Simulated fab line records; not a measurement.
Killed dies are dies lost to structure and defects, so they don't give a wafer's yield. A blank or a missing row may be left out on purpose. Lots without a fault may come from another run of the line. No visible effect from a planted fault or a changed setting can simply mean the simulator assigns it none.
fab line records	flow gf180mcu
record lots=5	wafers=15	last_day=34
route steps=602 shown TOP_METAL@578 PASSIVATION@587
lots that met no fault: from a run of the same line without faults
start_h: hours from the record's first day to the start of the lot's first wafer shown	wait_h: how many hours have passed since the lot's step before this one	" as in the row above	L1.1+2: several wafers, shown together as one row	- no value, or no start given	* or withheld: withheld	< > ~ a bound
route shown NAME@n: NAME is a module with steps in the file, n the number in the route of the first one	usual: mean and standard deviation over wafers with no fault	same: alike in all rows	chamber/n: place in a boat	sites: each site's reading	_std_site: standard deviation across them	_edge_site: mean of outer sites minus mean of inner sites	radius_mm: for every site, how far away it sits from the centre of the wafer	mask NAME#n: copy n	behind: tool/chamber where the wafer was last shaped	hold: why the lot went on hold/how many hours it stayed there/how the hold came to an end	device: which transistor (n, p or np) failed to switch	end of line: at the end of the route, the tests of the same wafers	step lacking rows: just its recipe	killed: at the first sort, the dies lost to defects and structure; wafer yield is something else	map: a wafer's dies, x killed, . not, _ none there
set.NAME: the run value of the setting; set.NAME@STEP: its run value at that earlier step	model.NAME: the simulator's own value behind a step, which no gauge read
certain route steps with their lots: each step a table, each wafer a row
services: the hour from which a tool's chamber was out of use, counted from the record's first day as start_h (under 0 if before that day), plus the number of hours and why
## steps
# step GF_TOP_METAL_EXPOSE_11
# recipe mask_id=MetalTop	target_cd_nm=440	na=0.6	source_shape=conventional	sigma_outer=0.6	dose_mj=170
lot.wafer	tool	chamber	start_h	wait_h	mask
L074.1+3+5	iline_stepper-02	0	-	-	MetalTop#0
L075.2+3+5	iline_stepper-02	0	-	-	MetalTop#0
L077.2+3+5	iline_stepper-02	0	-	-	MetalTop#0
L088.1+2+3	iline_stepper-02	0	-	-	MetalTop#0
L095.1+2+4	iline_stepper-01	0	-	-	MetalTop#0
# step GF_TOP_METAL_PEB_12
# recipe temp_c=withheld	time_s=*	resist=NOVOLAK
# usual exhaust_pa=45.1/0.89
lot.wafer	tool	chamber	start_h	wait_h	exhaust_pa
L074.1	litho_track-03	0	-	-	45.7
L074.3	"	0	"	"	44.0
L074.5	"	0	"	"	46.0
L075.2	litho_track-02	0	-	-	46.2
L075.3	"	0	"	"	45.7
L075.5	"	0	"	"	44.7
L077.2	litho_track-03	0	-	-	46.0
L077.3	"	0	"	"	45.8
L077.5	"	0	"	"	44.5
L088.1	litho_track-04	0	-	-	44.1
L088.2	"	0	"	"	44.3
L088.3	"	0	"	"	43.7
L095.1	litho_track-02	0	-	-	45.9
L095.2	"	0	"	"	46.1
L095.4	"	0	"	"	44.7
# step GF_TOP_METAL_DEVELOP_13
# recipe develop_time_s=60	dev_temp_c=23
# usual exhaust_pa=45.0/0.86
lot.wafer	tool	chamber	start_h	wait_h	exhaust_pa
L074.1	litho_track-03	0	660.36	0.1	44.9
L074.3	"	0	"	"	46.1
L074.5	"	0	"	"	46.2
L075.2	litho_track-02	0	679.53	0.1	45.9
L075.3	"	0	"	"	44.3
L075.5	"	0	"	"	44.2
L077.2	litho_track-03	0	690.18	0.1	44.6
L077.3	"	0	"	"	44.7
L077.5	"	0	"	"	44.8
L088.1	litho_track-04	0	761.78	0.1	46.0
L088.2	"	0	"	"	45.1
L088.3	"	0	"	"	45.4
L095.1	litho_track-02	0	801.95	0.1	45.5
L095.2	"	0	"	"	43.8
L095.4	"	0	"	"	44.8
# step GF_TOP_METAL_CD_MEAS_14
# recipe target_cd_nm=440
# usual cd_nm=439.7/2.7
lot.wafer	tool	chamber	start_h	wait_h	cd_nm
L074.1	cd_sem-02	-	660.51	0.1	445.1
L074.3	"	-	"	"	444.9
L074.5	"	-	"	"	444.9
L075.2	cd_sem-01	-	679.67	0.1	440.2
L075.3	"	-	"	"	435.5
L075.5	"	-	"	"	439.0
L077.2	cd_sem-01	-	690.33	0.1	442.1
L077.3	"	-	"	"	439.6
L077.5	"	-	"	"	442.2
L088.1	cd_sem-01	-	761.93	0.1	438.0
L088.2	"	-	"	"	439.9
L088.3	"	-	"	"	438.0
L095.1	cd_sem-02	-	802.10	0.1	438.9
L095.2	"	-	"	"	438.5
L095.4	"	-	"	"	437.7
# step GF_TOP_METAL_OVL_MEAS_15
# usual TOP_METAL_OVL=0.1/1.5
lot.wafer	tool	chamber	start_h	wait_h	TOP_METAL_OVL[nm]
L074.1	overlay-02	-	660.63	0.1	1.1
L074.3	"	-	"	"	-0.8
L074.5	"	-	"	"	-1.0
L075.2	overlay-01	-	679.78	0.1	1.0
L075.3	"	-	"	"	3.3
L075.5	"	-	"	"	0.6
L077.2	overlay-01	-	690.43	0.1	-0.5
L077.3	"	-	"	"	-0.3
L077.5	"	-	"	"	-0.2
L088.1	overlay-02	-	762.05	0.1	1.5
L088.2	"	-	"	"	0.5
L088.3	"	-	"	"	0.4
L095.1	overlay-02	-	802.22	0.1	-1.5
L095.2	"	-	"	"	-0.3
L095.4	"	-	"	"	-1.9
# step GF_TOP_METAL_METAL_ETCH_16
# recipe chemistry=Cl2/BCl3	mask_material=NOVOLAK	target_depth_nm=1197	stop_on=SiO2	pressure_mtorr=8	icp_w=800	bias_w=140	Cl2_flow_sccm=80	bcl3_flow_sccm=40	time_s=199.5
# usual drypump_motor_current_A=6.1/0.33	oes_product_au=0.991/0.0059	throttle_valve_pct=28.230/0.011
lot.wafer	tool	chamber	start_h	wait_h	drypump_motor_current_A	oes_product_au	rf_hours_counter_h	throttle_valve_pct
L074.1	rie_metal-02	0	660.66	0.0	5.8	0.997	1	28.211
L074.3	"	1	"	"	6.1	1.000	-	28.237
L074.5	"	0	"	"	5.8	0.997	-	28.238
L075.2	rie_metal-02	1	679.81	0.0	6.1	0.991	4	28.209
L075.3	"	0	"	"	5.8	0.990	-	28.234
L075.5	"	0	"	"	5.8	0.988	-	28.220
L077.2	rie_metal-02	0	690.46	0.0	5.8	0.986	2	28.232
L077.3	"	1	"	"	6.1	0.983	-	28.232
L077.5	"	0	"	"	5.8	0.979	-	28.231
L088.1	rie_metal-01	0	762.09	0.0	6.7	0.990	15	28.230
L088.2	"	1	"	"	6.2	0.992	4	28.215
L088.3	"	1	"	"	6.1	0.989	-	28.228
L095.1	rie_metal-01	1	802.26	0.0	6.1	0.996	6	28.225
L095.2	"	0	"	"	6.7	0.991	17	28.229
L095.4	"	1	"	"	6.2	0.993	-	28.240
# step GF_TOP_METAL_STRIP_17
# recipe chemistry=O2/N2	power_w=1400	pressure_mtorr=1500	platen_temp_c=250	o2_flow_sccm=3000	n2_flow_sccm=300	overash_fraction=0.5
# usual drypump_motor_current_A=5.5/0.36	heater_power_w=346/31	oes_product_au=0.711/0.0045	strip_time_to_endpoint_s=12.88/0.079
lot.wafer	tool	chamber	start_h	wait_h	drypump_motor_current_A	heater_power_w	oes_product_au	rf_hours_counter_h	strip_time_to_endpoint_s
L074.1	plasma_asher-03	1	660.85	0.1	4.8	296	0.709	109	12.83
L074.3	"	0	"	"	6.0	405	0.709	-	12.93
L074.5	"	1	"	"	4.8	299	0.708	-	12.83
L075.2	plasma_asher-04	0	680.00	0.1	5.0	348	0.705	88	12.89
L075.3	"	0	"	"	5.1	363	0.704	-	12.88
L075.5	"	1	"	"	5.6	383	0.718	-	12.91
L077.2	plasma_asher-03	1	690.65	0.1	4.8	300	0.719	112	12.93
L077.3	"	0	"	"	5.9	398	0.707	-	13.00
L077.5	"	0	"	"	6.0	406	0.718	-	13.00
L088.1	plasma_asher-04	1	762.28	0.1	5.6	389	0.709	98	12.87
L088.2	"	0	"	"	5.1	358	0.704	98	12.83
L088.3	"	0	"	"	5.1	368	0.710	-	12.85
L095.1	plasma_asher-02	1	802.45	0.1	5.9	325	0.713	68	12.83
L095.2	"	0	"	"	5.6	325	0.714	68	12.89
L095.4	"	1	"	"	5.9	331	0.704	-	12.85
# step GF_TOP_METAL_STRIP_18
# recipe chemistry=post_etch_residue_remover	time_s=1200	temp_c=72.5
lot.wafer	tool	chamber	start_h	wait_h
L074.1+3+5	wet_bench-03	1	660.95	0.1
L075.2+3+5	wet_bench-02	0	680.10	0.1
L077.2+3+5	wet_bench-02	0	690.75	0.1
L088.1+2+3	wet_bench-01	2	762.38	0.1
L095.1+2+4	wet_bench-01	1	802.55	0.1
# step GF_TOP_METAL_CLEAN_19
# recipe chemistry=DIW	dry=n2_spin
lot.wafer	tool	chamber	start_h	wait_h
L074.1+3+5	wet_bench-02	0	661.30	0.0
L075.2+3+5	wet_bench-02	3	680.47	0.0
L077.2+3+5	wet_bench-01	0	691.13	0.0
L088.1+2+3	wet_bench-02	2	762.72	0.0
L095.1+2+4	wet_bench-03	1	803.29	0.0
# step GF_PASSIVATION_CVD_00
# recipe material=SiO2	target_thk_nm=1000	precursor=TEOS	temp_c=400	time_s=111.95	rf_w=600
# usual heater_power_w=658/110	susceptor_temp_C=399.97/0.2
lot.wafer	tool	chamber	start_h	wait_h	heater_power_w	susceptor_temp_C
L074.1	pecvd-01	2	661.39	0.0	481	399.90
L074.3	"	0	"	"	640	400.14
L074.5	"	1	"	"	647	399.99
L075.2	pecvd-04	0	680.57	0.0	692	400.06
L075.3	"	1	"	"	707	400.00
L075.5	"	2	"	"	815	400.04
L077.2	pecvd-01	0	691.23	0.0	686	400.28
L077.3	"	1	"	"	622	400.26
L077.5	"	2	"	"	442	399.73
L088.1	pecvd-01	2	762.82	0.0	472	400.17
L088.2	"	0	"	"	687	399.91
L088.3	"	1	"	"	621	399.70
L095.1	pecvd-03	2	803.39	0.0	805	399.93
L095.2	"	0	"	"	746	399.87
L095.4	"	2	"	"	660	400.15
# step GF_PASSIVATION_THK_MEAS_01
# recipe reads=SiO2_of_PASSIVATION_CVD_00
# usual PASSIVATION_CVD_00_THK=1001/13
lot.wafer	tool	chamber	start_h	wait_h	PASSIVATION_CVD_00_THK[nm]
L074.1	film_metro-03	-	661.47	0.0	999
L074.3	"	-	"	"	993
L074.5	"	-	"	"	1002
L075.2	film_metro-03	-	680.66	0.0	973
L075.3	"	-	"	"	992
L075.5	"	-	"	"	1021
L077.2	film_metro-04	-	691.32	0.0	993
L077.3	"	-	"	"	976
L077.5	"	-	"	"	990
L088.1	film_metro-01	-	762.90	0.0	983
L088.2	"	-	"	"	1010
L088.3	"	-	"	"	995
L095.1	film_metro-01	-	803.47	0.0	1004
L095.2	"	-	"	"	992
L095.4	"	-	"	"	1014
# step GF_PASSIVATION_CVD_02
# recipe material=Si3N4	target_thk_nm=700	time_s=486.18	temp_c=400	rf_w=450
# usual heater_power_w=737/94	susceptor_temp_C=400.01/0.24
lot.wafer	tool	chamber	start_h	wait_h	heater_power_w	susceptor_temp_C
L074.1	pecvd-03	0	661.53	0.1	742	399.79
L074.3	"	1	"	"	717	399.61
L074.5	"	1	"	"	771	399.64
L075.2	pecvd-01	1	680.71	0.0	615	399.87
L075.3	"	0	"	"	709	399.80
L075.5	"	0	"	"	744	399.84
L077.2	pecvd-04	2	691.37	0.0	820	400.17
L077.3	"	1	"	"	771	399.67
L077.5	"	0	"	"	606	400.31
L088.1	pecvd-04	0	762.96	0.1	693	400.29
L088.2	"	1	"	"	741	400.40
L088.3	"	2	"	"	900	400.26
L095.1	pecvd-03	2	803.53	0.1	864	399.70
L095.2	"	0	"	"	730	400.02
L095.4	"	0	"	"	751	399.97
# step GF_PASSIVATION_THK_MEAS_03
# recipe reads=Si3N4_of_PASSIVATION_CVD_02
# usual PASSIVATION_CVD_02_THK=701/9.2
lot.wafer	tool	chamber	start_h	wait_h	PASSIVATION_CVD_02_THK[nm]
L074.1	film_metro-04	-	661.81	0.1	695
L074.3	"	-	"	"	686
L074.5	"	-	"	"	709
L075.2	film_metro-01	-	681.01	0.2	682
L075.3	"	-	"	"	685
L075.5	"	-	"	"	708
L077.2	film_metro-03	-	691.66	0.2	692
L077.3	"	-	"	"	682
L077.5	"	-	"	"	706
L088.1	film_metro-04	-	763.25	0.1	686
L088.2	"	-	"	"	684
L088.3	"	-	"	"	694
L095.1	film_metro-03	-	803.81	0.1	707
L095.2	"	-	"	"	706
L095.4	"	-	"	"	714
# step GF_PASSIVATION_DEHYDRATE_04
# recipe temp_c=200	time_s=60
# usual exhaust_pa=45.0/0.98
lot.wafer	tool	chamber	start_h	wait_h	exhaust_pa
L074.1	litho_track-01	0	671.15	9.3	45.8
L074.3	"	0	"	"	45.5
L074.5	"	0	"	"	44.7
L075.2	litho_track-01	0	689.73	8.7	43.2
L075.3	"	0	"	"	43.4
L075.5	"	0	"	"	44.5
L077.2	litho_track-01	0	700.83	9.2	44.1
L077.3	"	0	"	"	45.2
L077.5	"	0	"	"	43.3
L088.1	litho_track-01	0	770.80	7.5	44.6
L088.2	"	0	"	"	45.5
L088.3	"	0	"	"	45.4
L095.1	litho_track-01	0	810.85	7.0	45.2
L095.2	"	0	"	"	45.7
L095.4	"	0	"	"	44.1
# step GF_PASSIVATION_HMDS_05
# recipe prime_time_s=60	prime_temp_c=120
# usual exhaust_pa=44.9/0.86
# same prime_time_s=60
lot.wafer	tool	chamber	start_h	wait_h	exhaust_pa
L074.1	litho_track-01	0	671.30	0.1	44.9
L074.3	"	0	"	"	44.7
L074.5	"	0	"	"	45.3
L075.2	litho_track-01	0	689.88	0.1	43.9
L075.3	"	0	"	"	45.6
L075.5	"	0	"	"	44.8
L077.2	litho_track-01	0	700.98	0.1	45.3
L077.3	"	0	"	"	46.2
L077.5	"	0	"	"	45.6
L088.1	litho_track-01	0	770.95	0.1	45.5
L088.2	"	0	"	"	43.8
L088.3	"	0	"	"	44.7
L095.1	litho_track-01	0	811.00	0.1	42.8
L095.2	"	0	"	"	44.4
L095.4	"	0	"	"	44.2
# step GF_PASSIVATION_COAT_06
# recipe spin_rpm=2000	resist_thk_nm=4000
# usual exhaust_pa=44.9/0.91
lot.wafer	tool	chamber	start_h	wait_h	exhaust_pa
L074.1	litho_track-01	0	671.45	0.1	44.8
L074.3	"	0	"	"	44.4
L074.5	"	0	"	"	45.0
L075.2	litho_track-01	0	690.03	0.1	44.5
L075.3	"	0	"	"	45.3
L075.5	"	0	"	"	45.4
L077.2	litho_track-01	0	701.13	0.1	45.8
L077.3	"	0	"	"	47.0
L077.5	"	0	"	"	45.9
L088.1	litho_track-01	0	771.10	0.1	45.7
L088.2	"	0	"	"	45.3
L088.3	"	0	"	"	44.7
L095.1	litho_track-01	0	811.15	0.1	44.4
L095.2	"	0	"	"	45.0
L095.4	"	0	"	"	45.5
# step GF_PASSIVATION_SOFTBAKE_07
# recipe temp_c=110	time_s=withheld
# usual exhaust_pa=45.1/0.78
lot.wafer	tool	chamber	start_h	wait_h	exhaust_pa
L074.1	litho_track-01	0	671.60	0.1	46.7
L074.3	"	0	"	"	44.7
L074.5	"	0	"	"	45.1
L075.2	litho_track-01	0	690.18	0.1	45.1
L075.3	"	0	"	"	44.3
L075.5	"	0	"	"	43.8
L077.2	litho_track-01	0	701.28	0.1	43.1
L077.3	"	0	"	"	45.4
L077.5	"	0	"	"	44.9
L088.1	litho_track-01	0	771.25	0.1	44.5
L088.2	"	0	"	"	44.3
L088.3	"	0	"	"	44.5
L095.1	litho_track-01	0	811.30	0.1	45.3
L095.2	"	0	"	"	45.4
L095.4	"	0	"	"	45.4
# step GF_PASSIVATION_EXPOSE_08
# recipe mask_id=Pad	target_cd_nm=40000	na=0.57	dose_mj=310
lot.wafer	tool	chamber	start_h	wait_h	mask
L074.1+3+5	iline_stepper-02	0	-	-	Pad#0
L075.2+3+5	iline_stepper-02	0	-	-	Pad#0
L077.2+3+5	iline_stepper-02	0	-	-	Pad#0
L088.1+2+3	iline_stepper-01	0	-	-	Pad#0
L095.1+2+4	iline_stepper-02	0	-	-	Pad#0
# step GF_PASSIVATION_PEB_09
# recipe temp_c=115	time_s=withheld
# usual exhaust_pa=45.3/0.93
lot.wafer	tool	chamber	start_h	wait_h	exhaust_pa
L074.1	litho_track-01	0	-	-	45.0
L074.3	"	0	"	"	45.5
L074.5	"	0	"	"	46.2
L075.2	litho_track-02	0	-	-	45.6
L075.3	"	0	"	"	46.6
L075.5	"	0	"	"	46.1
L077.2	litho_track-04	0	-	-	45.8
L077.3	"	0	"	"	45.7
L077.5	"	0	"	"	46.2
L088.1	litho_track-04	0	-	-	45.1
L088.2	"	0	"	"	44.8
L088.3	"	0	"	"	44.3
L095.1	litho_track-04	0	-	-	45.0
L095.2	"	0	"	"	45.2
L095.4	"	0	"	"	44.8
# step GF_PASSIVATION_DEVELOP_10
# recipe develop_time_s=60	dev_temp_c=23
# usual exhaust_pa=45.0/0.9
lot.wafer	tool	chamber	start_h	wait_h	exhaust_pa
L074.1	litho_track-01	0	-	-	43.8
L074.3	"	0	"	"	45.2
L074.5	"	0	"	"	46.1
L075.2	litho_track-02	0	-	-	44.1
L075.3	"	0	"	"	44.8
L075.5	"	0	"	"	45.4
L077.2	litho_track-04	0	-	-	44.4
L077.3	"	0	"	"	44.7
L077.5	"	0	"	"	45.3
L088.1	litho_track-04	0	-	-	45.6
L088.2	"	0	"	"	45.4
L088.3	"	0	"	"	44.6
L095.1	litho_track-04	0	-	-	45.6
L095.2	"	0	"	"	45.3
L095.4	"	0	"	"	45.7
# step GF_PASSIVATION_ETCH_11
# recipe chemistry=CF4/O2	target_depth_nm=2040	stop_on=TiN	source_w=800	bias_w=150	pressure_mtorr=150	cf4_flow_sccm=80	O2_flow_sccm=10	time_s=453.3
# usual drypump_motor_current_A=6.0/0.44	oes_product_au=0.991/0.0061	throttle_valve_pct=5.968/0.0092
lot.wafer	tool	chamber	start_h	wait_h	drypump_motor_current_A	oes_product_au	rf_hours_counter_h	throttle_valve_pct
L074.1	rie_diel-01	1	681.35	-	6.4	0.992	6	5.954
L074.3	"	2	"	"	6.2	0.991	16	5.944
L074.5	"	2	"	"	6.2	0.992	-	5.963
L075.2	rie_diel-03	2	700.70	-	5.2	0.988	16	5.969
L075.3	"	1	"	"	5.8	0.985	0	5.961
L075.5	"	1	"	"	5.8	0.978	-	5.972
L077.2	rie_diel-04	3	710.43	-	6.6	0.996	13	5.969
L077.3	"	1	"	"	6.1	0.990	8	5.970
L077.5	"	0	"	"	5.8	0.992	-	5.968
L088.1	rie_diel-04	1	779.58	-	6.1	0.987	11	5.975
L088.2	"	0	"	"	5.8	0.989	6	5.970
L088.3	"	3	"	"	6.7	1.001	16	5.962
L095.1	rie_diel-03	1	818.83	-	5.8	0.996	5	5.961
L095.2	"	0	"	"	5.8	0.990	20	5.972
L095.4	"	3	"	"	6.7	1.001	18	5.971
# step GF_PASSIVATION_STRIP_12
# recipe chemistry=O2/N2	power_w=1400	pressure_mtorr=1500	platen_temp_c=250	o2_flow_sccm=3000	n2_flow_sccm=300	overash_fraction=0.5
# usual drypump_motor_current_A=5.7/0.35	heater_power_w=335/29	oes_product_au=0.718/0.0043	strip_time_to_endpoint_s=32.87/0.23
lot.wafer	tool	chamber	start_h	wait_h	drypump_motor_current_A	heater_power_w	oes_product_au	rf_hours_counter_h	strip_time_to_endpoint_s
L074.1	plasma_asher-01	0	681.62	0.1	5.9	312	0.716	25	32.54
L074.3	"	1	"	"	5.8	355	0.721	-	32.86
L074.5	"	1	"	"	5.7	353	0.717	-	33.01
L075.2	plasma_asher-03	1	700.97	0.1	4.8	302	0.719	113	32.89
L075.3	"	0	"	"	6.0	400	0.712	-	33.55
L075.5	"	0	"	"	6.0	401	0.716	-	33.25
L077.2	plasma_asher-02	1	710.70	0.1	5.9	328	0.713	57	32.83
L077.3	"	0	"	"	5.5	328	0.719	-	32.90
L077.5	"	1	"	"	5.9	325	0.715	-	32.92
L088.1	plasma_asher-03	1	779.85	0.1	4.8	303	0.720	3	33.01
L088.2	"	0	"	"	6.0	387	0.718	3	33.03
L088.3	"	0	"	"	6.0	396	0.712	-	32.59
L095.1	plasma_asher-03	0	819.10	0.1	6.0	412	0.722	8	33.11
L095.2	"	1	"	"	4.8	298	0.718	8	32.88
L095.4	"	1	"	"	4.9	307	0.725	-	32.26
# step GF_PASSIVATION_ANNEAL_13
# recipe temp_c=400	time_s=1800	ambient=N2/H2	idle_temp_c=300	ramp_up_c_per_min=10	ramp_down_c_per_min=3
# usual ramp_up_c_per_min=10.0000/0.0019	zone_power_lower_pct=4.4/0.35	zone_power_upper_pct=4.5/0.31
lot.wafer	tool	chamber	start_h	wait_h	ramp_up_c_per_min	zone_power_lower_pct	zone_power_upper_pct
L074.1	furnace-01	0	681.72	0.1	10.002	4.8	4.2
L074.3	"	0	"	"	9.9999	4.7	4.1
L074.5	"	0	"	"	10.001	4.8	4.2
L075.2	furnace-02	0	701.07	0.1	9.9975	4.1	4.8
L075.3	"	0	"	"	10.003	4.1	4.8
L075.5	"	0	"	"	9.9978	4.1	4.8
L077.2	furnace-01	0	710.80	0.1	10.004	4.8	4.2
L077.3	"	0	"	"	9.9993	4.9	4.2
L077.5	"	0	"	"	10.001	4.9	4.2
L088.1	furnace-01	0	779.95	0.1	10.000	4.9	4.2
L088.2	"	0	"	"	10.001	4.8	4.2
L088.3	"	0	"	"	9.9991	4.8	4.2
L095.1	furnace-02	0	819.20	0.1	10.001	4.1	4.8
L095.2	"	0	"	"	10.000	4.1	4.9
L095.4	"	0	"	"	10.000	4.1	4.9
# step GF_PASSIVATION_BOW_MEAS_14
# recipe mode=bow
# usual PASSIVATION_BOW=135/9.4
lot.wafer	tool	chamber	start_h	wait_h	PASSIVATION_BOW[um]
L074.1	film_metro-01	-	683.22	0.0	132
L074.3	"	-	"	"	142
L074.5	"	-	"	"	147
L075.2	film_metro-04	-	702.59	0.0	131
L075.3	"	-	"	"	136
L075.5	"	-	"	"	135
L077.2	film_metro-01	-	712.32	0.0	148
L077.3	"	-	"	"	138
L077.5	"	-	"	"	139
L088.1	film_metro-01	-	781.45	0.0	123
L088.2	"	-	"	"	134
L088.3	"	-	"	"	139
L095.1	film_metro-01	-	820.70	0.0	110
L095.2	"	-	"	"	124
L095.4	"	-	"	"	133
## services
tool	chamber	start_h	hours	kind
furnace-02	-	628.13	7.8	repair
rie_diel-04	-	630.00	0.6	repair
rie_metal-02	1	634.89	17.8	repair
rie_diel-03	1	664.26	11.8	repair
furnace-02	-	682.62	4.3	pm
iline_stepper-02	-	683.54	2.1	pm
iline_stepper-01	-	696.01	12.1	repair
iline_stepper-02	-	708.14	1.7	pm
plasma_asher-03	-	719.21	15.6	pm
rie_metal-01	-	719.42	2.8	pm
pecvd-04	2	723.33	6.0	repair
rie_metal-01	-	723.59	14.6	pm
rie_diel-04	-	734.30	0.8	repair
plasma_asher-03	-	734.81	9.0	pm
pecvd-03	0	740.86	8.1	repair
rie_diel-03	1	741.24	9.3	repair
furnace-01	-	741.24	4.7	pm
furnace-01	-	749.80	5.8	pm
pecvd-03	1	753.53	9.1	repair
iline_stepper-02	-	753.85	1.0	repair
plasma_asher-03	-	760.92	0.3	repair
rie_diel-04	0	784.51	1.3	repair
pecvd-04	-	799.38	14.0	pm
wet_bench-02	-	816.34	3.2	repair
## key
fault none
